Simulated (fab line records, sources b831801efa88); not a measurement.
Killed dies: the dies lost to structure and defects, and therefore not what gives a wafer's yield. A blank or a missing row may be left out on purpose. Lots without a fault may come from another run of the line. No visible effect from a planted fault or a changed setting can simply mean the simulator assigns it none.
fab line records	flow sky130
record lots=10	wafers=30	last-day=50
route steps=708 shown METAL2@501 VIA2@508 PAD_OPEN@708
lots that met no fault: taken from a fault-free run of the same line
start-h: the number of hours between the record's first day and the start of the first shown wafer of the lot	wait-h: hours from the lot's prior step to this one	" identical to the entry in the row above	L1.1+2: several wafers, shown together as one row	- no value, or no start given	* or withheld: withheld	< > ~ a bound
route shown NAME@n: names a module that has steps shown in the file, with the first one's number in the route	usual: mean and standard deviation over wafers with no fault	same: alike in all rows	chamber/n: place in a boat	sites: readings site by site	_std_site: the standard deviation of these	_edge_site: outer sites' mean less inner sites'	radius-mm: for every site, how far away it sits from the centre of the wafer	mask NAME#n: copy n	behind: the last tool/chamber to shape the wafer	hold: reason for holding the lot/hours on hold/outcome of the hold	device: names the non-switching transistor (n, p or np)	end of line: at the end of the route, the tests of the same wafers	for a step that has no rows: nothing shown but its recipe	killed: at the first sort, the dies lost to defects and structure; wafer yield is something else	map: dies across one wafer; x = killed, . = not, _ = none there
set.NAME: the run value of the setting; set.NAME@STEP: its run value at that earlier step	model.NAME: the simulator's own value behind a step, which no gauge read
steps of the route over a sample of lots; a table a step, a row a wafer
services: the hour from which a tool's chamber was out of use, counted from the record's first day as start-h (under 0 if before that day), plus the number of hours and why
## steps
# step SKY_METAL2_ETCH_18
# recipe chemistry=N2/H2	target=BARC	ion-energy-ev=200	bias-w=100	pressure-mtorr=30	n2-flow-sccm=100	h2-flow-sccm=200	icp-w=500	stop-on=SiO2	time-s=45.9	target-depth-a=600
# usual bias-w=100.01/0.27	drypump-motor-current-A=5.61/0.3	oes-product-au=0.854/0.0043	throttle-valve-pct=13.225/0.0088
lot.wafer	tool	chamber	start-h	wait-h	bias-w	drypump-motor-current-A	oes-product-au	rf-hours-counter-h	throttle-valve-pct
L136.2	rie-metal-04	0	848.80	0.0	100.01	5.73	0.850	17	13.235
L136.3	"	0	"	"	99.96	5.73	0.859	-	13.210
L136.5	"	0	"	"	100.21	5.75	0.856	-	13.228
L139.3	rie-metal-01	1	872.89	0.1	100.41	5.70	0.852	-	13.222
L139.4	"	1	"	"	100.41	5.70	0.858	-	13.223
L139.5	"	1	"	"	100.51	5.69	0.859	-	13.208
L141.1	rie-metal-02	1	885.46	0.0	100.13	5.78	0.852	5	13.228
L141.3	"	1	"	"	99.67	5.73	0.858	-	13.222
L141.5	"	0	"	"	100.04	5.12	0.859	-	13.230
L143.2	rie-metal-04	0	898.15	0.0	99.83	5.72	0.852	19	13.218
L143.5	"	0	"	"	100.01	5.73	0.848	-	13.228
L143.6	"	1	"	"	99.28	5.51	0.855	-	13.224
L144.3	rie-metal-04	0	911.73	0.0	99.88	5.75	0.854	-	13.230
L144.4	"	1	"	"	100.04	5.47	0.845	-	13.236
L144.5	"	0	"	"	99.97	5.73	0.860	-	13.219
L150.3	rie-metal-04	1	948.29	0.1	100.30	5.51	0.854	-	13.234
L150.4	"	1	"	"	100.22	5.50	0.853	-	13.229
L150.6	"	1	"	"	99.88	5.50	0.860	-	13.226
L151.2	rie-metal-04	1	950.06	0.1	100.45	5.50	0.856	-	13.224
L151.4	"	1	"	"	100.25	5.47	0.852	-	13.231
L151.6	"	1	"	"	100.03	5.54	0.855	-	13.214
L154.3	rie-metal-04	0	969.88	0.0	99.93	5.75	0.850	-	13.225
L154.4	"	1	"	"	99.81	5.47	0.849	-	13.227
L154.5	"	1	"	"	99.50	5.47	0.854	-	13.227
L155.2	rie-metal-04	1	978.31	0.0	100.12	5.47	0.852	13	13.219
L155.3	"	0	"	"	99.98	5.77	0.842	-	13.214
L155.4	"	1	"	"	99.90	5.48	0.857	-	13.225
L156.1	rie-metal-04	1	983.66	0.0	99.88	5.50	0.851	13	13.237
L156.3	"	1	"	"	100.22	5.48	0.852	-	13.239
L156.4	"	0	"	"	99.96	5.75	0.849	-	13.214
# step SKY_VIA2_THK_MEAS_01
# recipe reads=SiO2_of_VIA2_HDPCVD_00
# usual VIA2_HDPCVD_THK=1174/12
lot.wafer	tool	chamber	start-h	wait-h	VIA2_HDPCVD_THK[nm]
L136.2	film-metro-04	-	849.69	0.1	1184
L136.3	"	-	"	"	1181
L136.5	"	-	"	"	1191
L139.3	film-metro-01	-	873.89	0.1	1166
L139.4	"	-	"	"	1168
L139.5	"	-	"	"	1170
L141.1	film-metro-02	-	886.33	0.1	1172
L141.3	"	-	"	"	1161
L141.5	"	-	"	"	1181
L143.2	film-metro-01	-	899.07	0.1	1173
L143.5	"	-	"	"	1170
L143.6	"	-	"	"	1188
L144.3	film-metro-02	-	912.61	0.1	1162
L144.4	"	-	"	"	1162
L144.5	"	-	"	"	1178
L150.3	film-metro-04	-	949.30	0.1	1184
L150.4	"	-	"	"	1183
L150.6	"	-	"	"	1160
L151.2	film-metro-04	-	951.11	0.1	1179
L151.4	"	-	"	"	1174
L151.6	"	-	"	"	1183
L154.3	film-metro-02	-	970.75	0.1	1168
L154.4	"	-	"	"	1178
L154.5	"	-	"	"	1178
L155.2	film-metro-02	-	979.19	0.1	1167
L155.3	"	-	"	"	1165
L155.4	"	-	"	"	1159
L156.1	film-metro-01	-	984.54	0.1	1195
L156.3	"	-	"	"	1171
L156.4	"	-	"	"	1174
# step SKY_VIA2_CMP_02
# recipe material=SiO2	down-force-psi=4	platen-rpm=60	pad-velocity-m-s=0.94248
# usual edge-zone-pressure-frac=1.001/0.0054	head-pressure-psi=4.000/0.0092	motor-current-A=12.9/1
lot.wafer	tool	chamber	start-h	wait-h	edge-zone-pressure-frac	head-pressure-psi	motor-current-A
L136.3	cmp-02	1	849.74	0.0	1.002	4.010	11.9
L136.2	"	0	"	"	1.004	3.999	12.4
L136.5	"	1	"	"	0.998	4.018	11.9
L139.4	cmp-02	3	874.03	0.1	0.998	3.996	14.0
L139.3	"	0	"	"	1.001	3.994	12.9
L139.5	"	1	"	"	1.000	3.993	11.3
L141.1	cmp-02	0	886.64	0.3	1.003	4.009	12.1
L141.3	"	1	"	"	0.990	4.011	11.9
L141.5	"	0	"	"	0.994	3.991	12.3
L143.2	cmp-02	1	899.38	0.3	0.999	4.005	11.9
L143.6	"	3	"	"	0.994	3.995	13.5
L143.5	"	0	"	"	0.999	4.011	12.2
L144.3	cmp-02	2	916.40	3.8	0.998	4.023	12.8
L144.4	"	0	"	"	0.987	3.986	12.7
L144.5	"	2	"	"	0.995	4.021	13.5
L150.3	cmp-02	1	949.34	0.0	-	-	-
L150.4	"	3	"	"	-	-	-
L150.6	"	1	"	"	-	-	-
L151.2	cmp-02	1	951.26	0.1	-	-	-
L151.4	"	2	"	"	-	-	-
L151.6	"	0	"	"	-	-	-
L154.4	cmp-02	1	970.84	0.1	1.008	3.988	11.3
L154.3	"	2	"	"	1.003	4.004	12.4
L154.5	"	0	"	"	0.993	4.008	12.7
L155.4	cmp-02	3	979.88	0.7	1.000	3.994	13.9
L155.2	"	0	"	"	1.000	4.007	12.8
L155.3	"	1	"	"	1.004	4.007	11.9
L156.4	cmp-01	0	984.60	0.0	0.999	3.983	14.3
L156.3	"	1	"	"	1.000	4.002	15.0
L156.1	"	3	"	"	0.995	3.991	11.0
# step SKY_VIA2_BOW_MEAS_03
# recipe mode=bow
# usual VIA2_BOW=85/7.3
lot.wafer	tool	chamber	start-h	wait-h	VIA2_BOW[um]
L136.2	film-metro-02	-	850.06	0.1	79
L136.3	"	-	"	"	89
L136.5	"	-	"	"	78
L139.3	film-metro-04	-	874.27	0.1	85
L139.4	"	-	"	"	77
L139.5	"	-	"	"	75
L141.1	film-metro-04	-	886.94	0.2	82
L141.3	"	-	"	"	79
L141.5	"	-	"	"	91
L143.2	film-metro-02	-	899.60	0.2	71
L143.5	"	-	"	"	83
L143.6	"	-	"	"	86
L144.3	film-metro-02	-	916.69	0.2	95
L144.4	"	-	"	"	104
L144.5	"	-	"	"	92
L150.3	film-metro-02	-	949.68	0.3	127
L150.4	"	-	"	"	121
L150.6	"	-	"	"	128
L151.2	film-metro-02	-	951.48	0.2	114
L151.4	"	-	"	"	112
L151.6	"	-	"	"	103
L154.3	film-metro-01	-	971.13	0.2	76
L154.4	"	-	"	"	80
L154.5	"	-	"	"	79
L155.2	film-metro-02	-	980.20	0.2	83
L155.3	"	-	"	"	92
L155.4	"	-	"	"	81
L156.1	film-metro-02	-	984.90	0.1	96
L156.3	"	-	"	"	76
L156.4	"	-	"	"	80
# step SKY_VIA2_OVL_MEAS_13
# usual VIA2_OVL=-3/5.2
lot.wafer	tool	chamber	start-h	wait-h	VIA2_OVL[nm]
L136.2	overlay-01	-	876.26	0.1	9
L136.3	"	-	"	"	2
L136.5	"	-	"	"	-4
L139.3	overlay-01	-	899.87	0.1	3
L139.4	"	-	"	"	-7
L139.5	"	-	"	"	-2
L141.1	overlay-02	-	912.25	0.1	-1
L141.3	"	-	"	"	1
L141.5	"	-	"	"	1
L143.2	overlay-02	-	924.54	0.1	5
L143.5	"	-	"	"	4
L143.6	"	-	"	"	0
L144.3	overlay-01	-	940.60	0.1	-2
L144.4	"	-	"	"	1
L144.5	"	-	"	"	7
L150.3	overlay-01	-	973.40	0.1	-1
L150.4	"	-	"	"	-2
L150.6	"	-	"	"	-4
L151.2	overlay-02	-	976.24	0.1	-7
L151.4	"	-	"	"	0
L151.6	"	-	"	"	-12
L154.3	overlay-02	-	995.17	0.1	-7
L154.4	"	-	"	"	0
L154.5	"	-	"	"	-5
L155.2	overlay-02	-	1004.04	0.1	2
L155.3	"	-	"	"	0
L155.4	"	-	"	"	3
L156.1	overlay-01	-	1007.44	0.1	0
L156.3	"	-	"	"	2
L156.4	"	-	"	"	3
# step SKY_VIA2_ETCH_15
# recipe target=SiO2	chemistry=C4F8/O2/Ar	target-depth-nm=546	stop-on=TiN	mask-material=KrF-thick	source-w=1500	bias-w=1200	pressure-mtorr=40	c4f8-flow-sccm=withheld	O2_flow_sccm=6	Ar_flow_sccm=300	time-s=84
# usual bias-w=1200/3.2	oes-product-au=0.932/0.0049
lot.wafer	tool	chamber	start-h	wait-h	bias-w	oes-product-au	rf-hours-counter-h
L136.2	rie-diel-02	3	876.33	0.0	1206	0.942	9
L136.3	"	2	"	"	1196	0.936	10
L136.5	"	1	"	"	1199	0.928	-
L139.3	rie-diel-01	0	899.93	0.0	1199	0.930	13
L139.4	"	3	"	"	1202	0.928	7
L139.5	"	1	"	"	1201	0.928	-
L141.1	rie-diel-02	0	912.33	0.0	1201	0.931	8
L141.3	"	1	"	"	1200	0.939	8
L141.5	"	2	"	"	1202	0.922	-
L143.2	rie-diel-02	0	924.62	0.0	1203	0.928	9
L143.5	"	1	"	"	1199	0.927	-
L143.6	"	0	"	"	1201	0.939	-
L144.3	rie-diel-04	0	940.67	0.0	1201	0.931	19
L144.4	"	3	"	"	1202	0.939	25
L144.5	"	2	"	"	1199	0.929	-
L150.3	rie-diel-04	2	973.47	0.0	1204	1.613	27
L150.4	"	1	"	"	1196	1.627	17
L150.6	"	1	"	"	1200	1.630	-
L151.2	rie-diel-01	1	976.32	0.0	1201	1.624	17
L151.4	"	2	"	"	1196	1.646	8
L151.6	"	1	"	"	1194	1.620	-
L154.3	rie-diel-04	0	995.23	0.0	1196	0.932	21
L154.4	"	1	"	"	1205	0.932	18
L154.5	"	0	"	"	1198	0.930	-
L155.2	rie-diel-04	2	1004.12	0.0	1198	0.935	28
L155.3	"	1	"	"	1197	0.922	18
L155.4	"	0	"	"	1206	0.927	21
L156.1	rie-diel-01	1	1007.52	0.0	1200	0.934	19
L156.3	"	2	"	"	1194	0.931	9
L156.4	"	3	"	"	1200	0.940	11
# step SKY_PAD_OPEN_PROBE_99
# usual defect-limited-yield=82.4/1.8	killed_at_M0_to_M3=44/7	killed_at_M4_up=3.0/1.8	killed-at-contacts=24/4.9	killed-at-front-end=15/5	killed-at-other=0.2/0.53	killed-dies=87/8.7	killed-on-rim=17/4	killed-open=48/6.8	killed-short=39/5.7	sort_bin_3_pad_short=0.9/0.42	sort_bin_5_function=10.4/1.5	sort_bin_6_memory=6.3/1.1	sort-n-pass=405/8.7	sort-yield-pct=82.4/1.8
# same gross-dies=492	killed-at-back-side=0	sort_bin_4_leakage[%]=0	sort_bin_8_speed[%]=0
lot.wafer	tool	chamber	start-h	wait-h	defect-limited-yield[%]	killed_at_M0_to_M3	killed_at_M4_up	killed-at-contacts	killed-at-front-end	killed-at-other	killed-dies	killed-on-rim	killed-open	killed-short	sort_bin_3_pad_short[%]	sort_bin_5_function[%]	sort_bin_6_memory[%]	sort-n-pass	sort-yield-pct[%]
L136.2	prober-02	-	1096.30	0.1	82.1	44	2	25	17	0	88	11	54	34	0.4	11.2	6.3	404	82.1
L136.3	prober-02	-	1096.35	0.2	82.5	42	3	24	17	0	86	21	52	34	1.0	9.8	6.7	406	82.5
L136.5	prober-02	-	1096.45	0.2	79.1	46	2	32	23	0	103	25	58	45	2.0	11.0	7.9	389	79.1
L139.3	prober-01	-	1117.50	0.2	84.6	33	4	23	16	0	76	22	47	29	0	9.1	6.3	416	84.6
L139.4	prober-01	-	1117.55	0.2	82.3	42	1	35	9	0	87	19	48	39	1.0	9.6	7.1	405	82.3
L139.5	prober-01	-	1117.60	0.2	82.9	37	4	30	13	0	84	15	45	39	1.0	7.9	8.1	408	82.9
L141.1	prober-01	-	1127.69	0.1	82.3	36	1	26	24	0	87	16	47	40	1.0	11.8	4.9	405	82.3
L141.3	prober-01	-	1127.79	0.2	83.7	36	2	23	19	0	80	15	40	40	0.4	9.3	6.5	412	83.7
L141.5	prober-01	-	1127.89	0.2	82.3	49	1	24	13	0	87	22	47	40	0.8	10.2	6.7	405	82.3
L143.2	prober-01	-	1136.45	0.1	79.7	39	8	36	17	0	100	21	54	46	1.2	12.2	6.9	392	79.7
L143.5	prober-01	-	1136.60	0.2	81.7	37	5	20	28	0	90	26	47	43	0.8	11.0	6.5	402	81.7
L143.6	prober-01	-	1136.65	0.2	83.9	38	1	25	15	0	79	12	46	33	1.2	8.7	6.1	413	83.9
L144.3	prober-01	-	1148.04	0.2	83.7	38	2	26	14	0	80	18	45	35	1.4	9.8	5.1	412	83.7
L144.4	prober-01	-	1148.09	0.2	82.7	46	4	24	11	0	85	11	46	39	1.4	10.2	5.7	407	82.7
L144.5	prober-01	-	1148.14	0.2	86.0	29	3	20	16	1	69	15	32	37	1.2	7.7	5.1	423	86.0
L150.3	prober-02	-	1171.44	0.2	0	444	3	29	16	0	492	96	58	43	1.4	91.5	7.1	0	0
L150.4	prober-02	-	1171.49	0.2	0	447	4	24	17	0	492	96	44	47	1.8	91.5	6.7	0	0
L150.6	prober-02	-	1171.59	0.2	0	458	3	18	13	0	492	96	38	49	1.0	91.3	7.7	0	0
L151.2	prober-01	-	1175.18	0.1	0	439	4	32	17	0	492	96	46	42	1.0	92.7	6.3	0	0
L151.4	prober-01	-	1175.28	0.2	0	443	5	23	21	0	492	96	50	46	0.4	93.9	5.7	0	0
L151.6	prober-01	-	1175.38	0.2	0	451	5	25	10	1	492	96	47	42	1.4	93.1	5.5	0	0
L154.3	prober-02	-	1187.07	0.2	81.3	49	5	22	16	0	92	15	50	42	1.4	9.3	7.9	400	81.3
L154.4	prober-02	-	1187.12	0.2	80.7	54	3	26	12	0	95	23	53	42	1.2	10.2	7.9	397	80.7
L154.5	prober-02	-	1187.17	0.2	78.9	61	3	28	12	0	104	17	63	41	0.8	13.2	7.1	388	78.9
L155.2	prober-01	-	1194.83	0.1	82.3	51	2	24	10	0	87	17	42	45	0.6	12.0	5.1	405	82.3
L155.3	prober-01	-	1194.88	0.2	82.9	49	4	21	10	0	84	15	40	44	0.2	10.2	6.7	408	82.9
L155.4	prober-01	-	1194.93	0.2	79.9	55	10	23	11	0	99	19	53	46	1.4	9.6	9.1	393	79.9
L156.1	prober-02	-	1199.49	0.1	81.5	40	2	29	20	0	91	16	49	42	1.4	11.0	6.1	401	81.5
L156.3	prober-02	-	1199.59	0.2	82.3	42	2	29	12	2	87	15	46	41	0.4	12.8	4.5	405	82.3
L156.4	prober-02	-	1199.64	0.2	77.8	48	3	37	21	0	109	26	56	53	1.2	13.2	7.7	383	77.8
# killed by level:class
L136.2 VIA1:geometric-particle:open=12 CONTACT:geometric-particle:open=8 VIA3:geometric-particle:open=7 VIA2:geometric-particle:open=7 LI_CONTACT:geometric-particle:open=6 CONTACT:geometric-particle:short=6 POLY_GATE:geometric-particle:open=5 VIA1:geometric-particle:short=4
L136.3 CONTACT:geometric-particle:open=12 VIA1:geometric-particle:open=10 VIA1:geometric-particle:short=7 LI_CONTACT:geometric-particle:open=6 POLY_GATE:geometric-particle:short=5 METAL1:geometric-particle:short=5 VIA2:geometric-particle:open=5 POLY_GATE:geometric-particle:open=4
L136.5 CONTACT:geometric-particle:open=16 VIA1:geometric-particle:open=11 FIELD_ISO:geometric-particle:short=8 VIA2:geometric-particle:open=6 FIELD_ISO:geometric-particle:open=5 VIA3:geometric-particle:open=5 LI_CONTACT:geometric-particle:open=5 CONTACT:geometric-particle:short=5
L139.3 LI_CONTACT:geometric-particle:open=10 LI_CONTACT:geometric-particle:short=6 VIA1:geometric-particle:open=6 FIELD_ISO:geometric-particle:open=5 POLY_GATE:geometric-particle:open=5 CONTACT:geometric-particle:open=5 VIA1:geometric-particle:short=5 VIA2:geometric-particle:open=5
L139.4 LI_CONTACT:geometric-particle:open=10 CONTACT:geometric-particle:open=10 VIA1:geometric-particle:open=10 CONTACT:geometric-particle:short=7 VIA2:geometric-particle:open=6 METAL1:geometric-particle:short=5 METAL2:geometric-particle:short=5 VIA1:geometric-particle:short=5
L139.5 CONTACT:geometric-particle:open=10 VIA1:geometric-particle:open=10 LI_CONTACT:geometric-particle:open=9 METAL2:geometric-particle:short=7 LI_CONTACT:geometric-particle:short=5 VIA1:geometric-particle:short=5 POLY_GATE:geometric-particle:open=4 METAL1:geometric-particle:short=4
L141.1 CONTACT:geometric-particle:open=11 VIA1:geometric-particle:open=9 METAL2:geometric-particle:short=8 POLY_GATE:geometric-particle:short=7 FIELD_ISO:geometric-particle:open=5 POLY_GATE:geometric-particle:open=5 LI_CONTACT:geometric-particle:open=5 VIA1:geometric-particle:short=5
L141.3 CONTACT:geometric-particle:short=8 POLY_GATE:geometric-particle:open=7 LI_CONTACT:geometric-particle:open=7 FIELD_ISO:geometric-particle:open=6 VIA1:geometric-particle:short=6 METAL2:geometric-particle:short=5 POLY_GATE:geometric-particle:short=4 VIA2:geometric-particle:open=4
L141.5 VIA1:geometric-particle:open=11 CONTACT:geometric-particle:open=7 VIA3:geometric-particle:open=7 VIA2:geometric-particle:open=7 FIELD_ISO:geometric-particle:short=6 CONTACT:geometric-particle:short=6 METAL2:geometric-particle:short=6 METAL2:geometric-particle:open=6
L143.2 LI_CONTACT:geometric-particle:open=12 CONTACT:geometric-particle:open=11 VIA1:geometric-particle:open=9 FIELD_ISO:geometric-particle:open=7 CONTACT:geometric-particle:short=6 FIELD_ISO:geometric-particle:short=5 METAL2:geometric-particle:short=5 METAL1:geometric-particle:short=5
L143.5 VIA1:geometric-particle:open=11 CONTACT:geometric-particle:open=10 FIELD_ISO:geometric-particle:short=7 FIELD_ISO:geometric-particle:open=6 METAL1:geometric-particle:short=6 VIA2:geometric-particle:open=6 POLY_GATE:geometric-particle:short=4 POLY_GATE:geometric-particle:open=3
L143.6 LI_CONTACT:geometric-particle:open=8 VIA3:geometric-particle:open=7 CONTACT:geometric-particle:short=7 CONTACT:geometric-particle:open=7 VIA1:geometric-particle:open=7 FIELD_ISO:geometric-particle:short=5 VIA2:geometric-particle:open=5 FIELD_ISO:geometric-particle:open=4
L144.3 LI_CONTACT:geometric-particle:open=9 VIA1:geometric-particle:open=9 CONTACT:geometric-particle:open=8 METAL2:geometric-particle:short=7 CONTACT:geometric-particle:short=6 METAL1:geometric-particle:short=6 VIA3:geometric-particle:open=5 FIELD_ISO:geometric-particle:open=4
L144.4 VIA3:geometric-particle:open=9 METAL2:geometric-particle:short=8 CONTACT:geometric-particle:open=8 LI_CONTACT:geometric-particle:open=7 VIA2:geometric-particle:open=6 VIA1:geometric-particle:open=5 METAL1:geometric-particle:short=4 VIA1:geometric-particle:short=4
L144.5 CONTACT:geometric-particle:short=7 VIA3:geometric-particle:open=6 VIA1:geometric-particle:open=5 LOCAL_INTERCONNECT:geometric-particle:short=5 METAL1:geometric-particle:short=5 METAL2:geometric-particle:short=5 FIELD_ISO:geometric-particle:open=4 FIELD_ISO:geometric-particle:short=4
L150.3 VIA2:area-cmp=391 CONTACT:geometric-particle:open=15 VIA3:geometric-particle:open=11 VIA1:geometric-particle:open=10 VIA1:geometric-particle:short=7 FIELD_ISO:geometric-particle:short=6 CONTACT:geometric-particle:short=5 METAL2:geometric-particle:short=5
L150.4 VIA2:area-cmp=401 VIA1:geometric-particle:open=10 CONTACT:geometric-particle:short=9 POLY_GATE:geometric-particle:short=7 LI_CONTACT:geometric-particle:open=6 CONTACT:geometric-particle:open=6 METAL1:geometric-particle:short=6 METAL2:geometric-particle:short=6
L150.6 VIA2:area-cmp=405 VIA1:geometric-particle:short=11 VIA1:geometric-particle:open=10 VIA3:geometric-particle:open=9 METAL2:geometric-particle:short=8 LI_CONTACT:geometric-particle:open=5 CONTACT:geometric-particle:short=5 FIELD_ISO:geometric-particle:short=4
L151.2 VIA2:area-cmp=404 VIA1:geometric-particle:open=10 LI_CONTACT:geometric-particle:open=9 CONTACT:geometric-particle:open=9 CONTACT:geometric-particle:short=8 METAL1:geometric-particle:short=7 LOCAL_INTERCONNECT:geometric-particle:short=5 FIELD_ISO:geometric-particle:short=4
L151.4 VIA2:area-cmp=396 CONTACT:geometric-particle:open=11 VIA1:geometric-particle:open=9 VIA3:geometric-particle:open=7 FIELD_ISO:geometric-particle:short=6 POLY_GATE:geometric-particle:short=6 VIA2:geometric-particle:open=6 VIA3:geometric-particle:short=5
L151.6 VIA2:area-cmp=403 VIA1:geometric-particle:short=11 CONTACT:geometric-particle:open=10 VIA1:geometric-particle:open=10 LI_CONTACT:geometric-particle:open=9 METAL2:geometric-particle:short=5 METAL4:geometric-particle:short=5 POLY_GATE:geometric-particle:open=4
L154.3 VIA1:geometric-particle:open=14 VIA2:geometric-particle:open=9 CONTACT:geometric-particle:open=7 VIA1:geometric-particle:short=7 POLY_GATE:geometric-particle:open=5 LOCAL_INTERCONNECT:geometric-particle:short=5 METAL1:geometric-particle:short=5 LI_CONTACT:geometric-particle:short=4
L154.4 VIA1:geometric-particle:open=19 VIA1:geometric-particle:short=11 CONTACT:geometric-particle:open=8 CONTACT:geometric-particle:short=7 VIA3:geometric-particle:open=7 POLY_GATE:geometric-particle:open=6 LI_CONTACT:geometric-particle:open=6 LOCAL_INTERCONNECT:geometric-particle:short=5
L154.5 VIA1:geometric-particle:open=16 CONTACT:geometric-particle:open=12 METAL2:geometric-particle:short=8 VIA1:geometric-particle:short=7 LI_CONTACT:geometric-particle:open=6 VIA2:geometric-particle:open=6 METAL3:geometric-particle:short=6 VIA3:geometric-particle:open=5
L155.2 VIA1:geometric-particle:open=12 CONTACT:geometric-particle:open=11 METAL2:geometric-particle:short=8 METAL1:geometric-particle:short=6 LOCAL_INTERCONNECT:geometric-particle:short=6 METAL3:geometric-particle:short=6 VIA3:geometric-particle:open=6 VIA2:geometric-particle:open=5
L155.3 VIA1:geometric-particle:open=14 CONTACT:geometric-particle:open=6 VIA2:geometric-particle:short=6 CONTACT:geometric-particle:short=5 VIA2:geometric-particle:open=5 METAL3:geometric-particle:short=5 VIA3:geometric-particle:open=5 VIA1:geometric-particle:short=4
L155.4 VIA1:geometric-particle:open=16 VIA1:geometric-particle:short=9 CONTACT:geometric-particle:open=8 LI_CONTACT:geometric-particle:open=6 METAL2:geometric-particle:short=6 POLY_GATE:geometric-particle:short=5 VIA2:geometric-particle:open=5 METAL4:geometric-particle:short=5
L156.1 CONTACT:geometric-particle:open=11 LI_CONTACT:geometric-particle:open=8 VIA3:geometric-particle:open=7 FIELD_ISO:geometric-particle:open=6 POLY_GATE:geometric-particle:short=6 METAL1:geometric-particle:short=6 VIA1:geometric-particle:open=6 METAL2:geometric-particle:short=6
L156.3 CONTACT:geometric-particle:open=11 VIA2:geometric-particle:open=11 LI_CONTACT:geometric-particle:open=6 VIA2:geometric-particle:short=6 VIA1:geometric-particle:open=6 CONTACT:geometric-particle:short=5 METAL1:geometric-particle:short=5 VIA3:geometric-particle:open=4
L156.4 CONTACT:geometric-particle:open=13 VIA1:geometric-particle:short=13 CONTACT:geometric-particle:short=11 FIELD_ISO:geometric-particle:short=8 FIELD_ISO:geometric-particle:open=8 LI_CONTACT:geometric-particle:open=8 VIA1:geometric-particle:open=6 VIA2:geometric-particle:open=6
## services
tool	chamber	start-h	hours	kind
rie-diel-01	2	839.68	6.2	repair
rie-diel-01	3	845.38	7.9	repair
cmp-01	-	848.78	74.2	repair
rie-metal-04	-	854.55	0.7	repair
cmp-02	-	856.18	1.4	repair
rie-diel-02	-	878.43	0.5	repair
rie-metal-04	-	885.54	1.5	repair
cmp-01	-	899.61	26.6	repair
rie-metal-04	-	909.84	0.5	repair
cmp-02	-	912.05	4.0	pm
rie-metal-02	-	912.61	4.3	pm
cmp-02	-	916.05	-	consumable-replace:conditioner
cmp-02	-	916.05	-	consumable-replace:pad
cmp-01	-	926.22	4.9	pm
rie-diel-01	-	933.75	2.8	pm
cmp-01	-	937.13	0.5	repair
rie-diel-01	1	938.46	2.1	repair
rie-metal-04	0	939.85	-	clean
rie-metal-04	0	939.85	24.4	scheduled-down
rie-diel-02	0	948.88	4.3	repair
cmp-01	-	950.83	4.0	repair
cmp-01	-	966.08	16.0	repair
cmp-02	-	982.08	6.8	pm
rie-diel-01	-	995.30	0.1	repair
## key
first-sign step=SKY_VIA2_CMP_02	reading=tool-record	direction=missing
effect step=SKY_VIA2_BOW_MEAS_03	reading=VIA2_BOW	direction=up	sigmas=4.4	usual=85	struck=117
effect step=SKY_VIA2_ETCH_15	reading=oes-product-au	direction=up	sigmas=99+	usual=0.932	struck=1.627
effect step=SKY_PAD_OPEN_PROBE_99	reading=killed_at_M0_to_M3	direction=up	sigmas=58	usual=44	struck=447
more-kills-born-at SKY_VIA2_CMP_02@cmp-02=2390
met-at SKY_VIA2_CMP_02
struck-lots L150,L151
later-rows-left-out L150.3,L150.4,L150.6,L151.2,L151.4,L151.6
not-acting-at SKY_METAL2_ETCH_18,SKY_VIA2_THK_MEAS_01,SKY_VIA2_OVL_MEAS_13
onset-between 916.40 949.34
fault kind=skipped-step-whole	tool=cmp-02	chamber=-	onset-h=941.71	steps=SKY_VIA2_CMP_02	scope=struck-lots-only
# later-rows-left-out: the simulator's readings of these wafers behind a module that went badly wrong aren't trusted and aren't shown, but for the sort
